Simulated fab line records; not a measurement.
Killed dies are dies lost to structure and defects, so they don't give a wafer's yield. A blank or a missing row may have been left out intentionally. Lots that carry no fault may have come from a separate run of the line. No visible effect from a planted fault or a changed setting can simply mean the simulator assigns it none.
Which of the tools did it? -- flow gf180mcu -- 12 lots, 36 wafers sampled, at 2 steps of a route of 602

## WHAT EACH GAUGE READ, for each wafer
GF_M3_OVL_MEAS_15.
lot,measured,on,M3_OVL (nm)
L075,day 21 12:39,overlay-02,0 -5 1
L077,day 22 15:29,overlay-01,-2 2 -1
L079,day 23 08:20,overlay-01,-3 -5 1
L081,day 23 15:34,overlay-02,-8 -5 2
L083,day 24 12:52,overlay-01,-2 2 -3
L085,day 25 06:22,overlay-02,5 6 1
L087,day 26 02:19,overlay-01,-7 -4 -7
L089,day 26 21:38,overlay-01,3 0 4
L091,day 27 08:49,overlay-01,-4 -5 -6
L093,day 27 20:45,overlay-01,-7 -12 -6
L095,day 28 09:27,overlay-02,-9 -4 5
L097,day 28 21:30,overlay-02,-5 -1 -7

## TOOL THAT RAN EACH LOT (tool first, then ch and the chambers of the sampled wafers, then the start)
lot,GF_NSD_STRIP_11
L075,"plasma_asher-03 ch 0,1, day 13 12:58"
L077,"plasma_asher-02 ch 0,1, day 14 11:34"
L079,"plasma_asher-01 ch 0,1, day 15 03:53"
L081,"plasma_asher-02 ch 0,1, day 15 10:56"
L083,"plasma_asher-01 ch 0,1, day 16 08:10"
L085,"plasma_asher-02 ch 0,1, day 16 23:38"
L087,"plasma_asher-03 ch 0,1, day 18 00:25"
L089,"plasma_asher-01 ch 0,1, day 18 22:05"
L091,"plasma_asher-03 ch 1, day 19 11:47"
L093,"plasma_asher-03 ch 0,1, day 20 01:13"
L095,"plasma_asher-02 ch 0,1, day 20 16:28"
L097,"plasma_asher-02 ch 0,1, day 21 06:32"
- GF_NSD_STRIP_11: strips in O2/N2.

## THE ANSWER, worked out from the rows above alone
Rule: usual is defined by the lots themselves. Put in order of their means at a reading, lots are off if they are a third of the lots or fewer, leave a main group of 4 or more, and stand apart from it by a gap of 3 or more times the standard deviation of the main group's means; of several such gaps the widest counts. A main group whose means are all the same, to the digits that the tables above print for the reading, isn't used. A lot without any number at a reading at which 4 lots or more have one is off too. Any other lot the step has rows for is counted as sound.
None of the lots is off at any reading shown; this tells nothing.

## WHAT WAS PUT IN BY THE SIMULATOR
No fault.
